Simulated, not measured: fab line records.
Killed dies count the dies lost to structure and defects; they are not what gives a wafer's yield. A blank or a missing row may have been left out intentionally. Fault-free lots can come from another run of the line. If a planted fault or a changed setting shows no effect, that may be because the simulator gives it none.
Struck lot and sound lot, side by side / flow sfqLine / 41 steps out of a route of 325
Sound: wafers L574.1, L574.2, L574.3. Wafers struck: L576.1, L576.2, L576.4. Last of all comes the cause.
Each step with rows lists, per side, the tool, then ch with its chambers, then its first start. Under that, the readings that differ: sound wafers / struck wafers / difference of the means / sigmas: that difference in standard deviations of wafers without a fault.
alike: readings with means less than 2 such deviations apart, plus words and numbers identical on both sides. not compared: withheld readings, readings lacking a value on some wafer, bounds such as >300 that could conceal the same value, and numbers that have no deviation in the record and whose values overlap.
A row with sigmas, a row that says differs or no value, or rows on one side alone: a step with any of these is where the two part. Numbers that have no deviation but don't overlap get no sigmas and don't part them. A reading missing from all wafers of one side parts the sides only when that side holds two or more wafers.

SFQ_L0V_OVL_MEAS_903:
  sound on overlay-02, day 7 09:55; struck on overlay-02, day 8 04:35
reading=L0V_OVL (nm); sound=-5 -8 -7; struck=11 14 10; difference=+18; sigmas=+3
SFQ_TRILAYER_L0_VIA_BARC_OPEN_VIA_ETCH_021: etches BARC in O2, target depth 125 nm, time 41.7 s.
  sound on rieDiel-01 ch 1,2,3, day 7 09:58; struck on rieDiel-03 ch 0,2,3, day 8 04:38
reading=oesProductAu (a.u.); sound=0.678 0.684 0.678; struck=0.689 0.693 0.688; difference=+0.010; sigmas=+2
reading=rfHoursCounterH (h); sound=16 2 21; struck=138 30 111; difference=+80; sigmas=
  alike: drypumpMotorCurrentA
then, 5 steps without rows for these wafers: SFQ_TRILAYER_L0_VIA_ETCH_VIA_ETCH_016 (etches SiO2 in CHF3, stops on MoNx KI, target depth 80 nm); SFQ_TRILAYER_L0_VIA_STRIP_STRIP_017 (strips in O2); SFQ_TRILAYER_L0_VIA_STRIP_SOLV_CLEAN_018 (cleans in NMP, time 600 s); SFQ_TRILAYER_M0_DEP_PRE_CLEAN_020 (time 15 s); SFQ_TRILAYER_M0_DEP_SPUTTER_019 (material Nb, target thk 200 nm, time 133.3 s).
SFQ_M0_RS_MEAS_904: measures by four-point-probe.
  sound on filmMetro-03, day 7 10:56; struck on filmMetro-04, day 8 05:37
  alike: M0_NB_RS
then, 3 steps without rows for these wafers: SFQ_TRILAYER_M0_LITHO_COAT_026 (resist thk 62 nm); SFQ_TRILAYER_M0_LITHO_COAT_021 (resist thk 600 nm); SFQ_TRILAYER_M0_LITHO_SOFTBAKE_025.
-- the record jumps here: 4 days lie between the struck wafers' starts before and after --
SFQ_TRILAYER_M0_LITHO_EXPOSE_022: exposes mask M0, target cd 500 nm.
  sound on krfScanner-01 ch 0, day 11 12:41; struck on krfScanner-01 ch 0, day 12 13:53
reading=exposureDoseMJCm2; sound=14.405 14.443 14.411; struck=10.542 10.516 10.520; difference=-3.894; sigmas=-99 or more
  alike: mask
then, 2 steps without rows for these wafers: SFQ_TRILAYER_M0_LITHO_PEB_024 (peb time 60 s); SFQ_TRILAYER_M0_LITHO_DEVELOP_023 (time 60 s).
SFQ_M0_OVL_MEAS_906:
  sound on overlay-02, day 11 14:11; struck on overlay-02, day 12 15:23
  alike: M0_OVL
SFQ_TRILAYER_M0_BARC_OPEN_METAL_ETCH_031: etches BARC in O2, target depth 125 nm, time 41.7 s.
  sound on rieMetal-03 ch 0,1, day 11 14:14; struck on rieMetal-04 ch 0,1, day 12 15:26
reading=model.M0.cdNm (nm); sound=501.8 499.4 500.4; struck=550.9 551.7 552.3; difference=+51.1; sigmas=
  alike: drypumpMotorCurrentA, heBacksideLeakSccm, oesProductAu
  not compared: rfHoursCounterH
SFQ_TRILAYER_M0_ETCH_METAL_ETCH_024: etches Nb in Cl2/Ar, stops on SiO2, target depth 240 nm, time 120 s.
  sound on rieMetal-03 ch 0,1, day 11 14:17; struck on rieMetal-04 ch 0,1, day 12 15:29
reading=model.M0.cdNm (nm); sound=503 499.8 499.9; struck=550.3 551 551.4; difference=+50.0; sigmas=
  alike: drypumpMotorCurrentA, heBacksideLeakSccm, oesProductAu
  not compared: rfHoursCounterH
then, 4 steps without rows for these wafers: SFQ_TRILAYER_M0_STRIP_STRIP_025 (strips in O2); SFQ_TRILAYER_M0_STRIP_SOLV_CLEAN_026 (cleans in NMP, time 600 s); SFQ_TRILAYER_I0_DEP_PECVD_027 (deposits SiO2 from SiH4/N2O, time 111.11 s, target thk 500 nm); SFQ_TRILAYER_I0_CMP_CMP_028 (polishes SiO2).
SFQ_I0_BOW_MEAS_907:
  sound on filmMetro-04, day 11 21:27; struck on filmMetro-04, day 12 21:16
  alike: I0_BOW
then, 7 steps without rows for these wafers: SFQ_TRILAYER_I0_METRO_MEASURE_029; SFQ_TRILAYER_I0_VIA_LITHO_COAT_036 (resist thk 62 nm); SFQ_TRILAYER_I0_VIA_LITHO_COAT_031 (resist thk 650 nm); SFQ_TRILAYER_I0_VIA_LITHO_SOFTBAKE_035; SFQ_TRILAYER_I0_VIA_LITHO_EXPOSE_032 (exposes mask I0, target cd 500 nm); SFQ_TRILAYER_I0_VIA_LITHO_PEB_034 (peb time 60 s); SFQ_TRILAYER_I0_VIA_LITHO_DEVELOP_033 (time 60 s).
-- the record jumps here: 5 days lie between the struck wafers' starts before and after --
SFQ_I0_OVL_MEAS_908:
  sound on overlay-02, day 16 21:11; struck on overlay-01, day 18 01:59
  alike: I0_OVL
SFQ_TRILAYER_I0_VIA_BARC_OPEN_VIA_ETCH_046: etches BARC in O2, target depth 125 nm, time 41.7 s.
  sound on rieDiel-02 ch 0,1,3, day 16 21:13; struck on rieDiel-02 ch 0,1,3, day 18 02:01
  alike: drypumpMotorCurrentA, oesProductAu, rfHoursCounterH
SFQ_TRILAYER_I0_VIA_ETCH_VIA_ETCH_034: etches SiO2 in CHF3, stops on Nb, target depth 260 nm.
  sound on rieDiel-02 ch 0,1,3, day 16 21:16; struck on rieDiel-02 ch 0,1,3, day 18 02:04
  alike: drypumpMotorCurrentA, oesProductAu
SFQ_TRILAYER_I0_VIA_STRIP_STRIP_035: strips in O2.
  sound on rieMetal-03 ch 0,1, day 16 21:22; struck on rieMetal-04 ch 0,1, day 18 02:10
reading=heBacksideLeakSccm (sccm); sound=3.30 3.16 3.12; struck=3.49 3.79 3.73; difference=+0.48; sigmas=+2
  alike: drypumpMotorCurrentA, oesProductAu
  not compared: rfHoursCounterH
then, 2 steps without rows for these wafers: SFQ_TRILAYER_I0_VIA_STRIP_SOLV_CLEAN_036 (cleans in NMP, time 600 s); SFQ_TRILAYER_M1_DEP_PRE_CLEAN_038 (time 22.5 s).
SFQ_TRILAYER_M1_DEP_SPUTTER_037: material Nb, target thk 200 nm, time 133.3 s.
  sound on pvdSputter-03, day 16 22:11; struck on pvdSputter-06, day 18 02:59
  alike: throttleValvePct
SFQ_M1_RS_MEAS_909: measures by four-point-probe.
  sound on filmMetro-03, day 16 22:16; struck on filmMetro-01, day 18 03:04
  alike: M1_NB_RS
then, 3 steps without rows for these wafers: SFQ_TRILAYER_M1_LITHO_COAT_044 (resist thk 62 nm); SFQ_TRILAYER_M1_LITHO_COAT_039 (resist thk 600 nm); SFQ_TRILAYER_M1_LITHO_SOFTBAKE_043.
-- the record jumps here: 67 days lie between the struck wafers' starts before and after --
SFQ_M8_BOW_MEAS_951:
  sound on filmMetro-04, day 84 02:21; struck on filmMetro-02, day 85 00:06
reading=model.etest.m0.ohmUm; sound=1.762 1.785 1.774; struck=1.624 1.615 1.629; difference=-0.151; sigmas=
  alike: M8_BOW

WHERE THEY PART
Earliest at SFQ_L0V_OVL_MEAS_903; latest, in this record, at SFQ_TRILAYER_I0_VIA_STRIP_STRIP_035. Later steps at which nothing parts them and some readings are alike: SFQ_TRILAYER_M1_DEP_SPUTTER_037, SFQ_M1_RS_MEAS_909, SFQ_M8_BOW_MEAS_951.

WHY: the cause the simulator had injected
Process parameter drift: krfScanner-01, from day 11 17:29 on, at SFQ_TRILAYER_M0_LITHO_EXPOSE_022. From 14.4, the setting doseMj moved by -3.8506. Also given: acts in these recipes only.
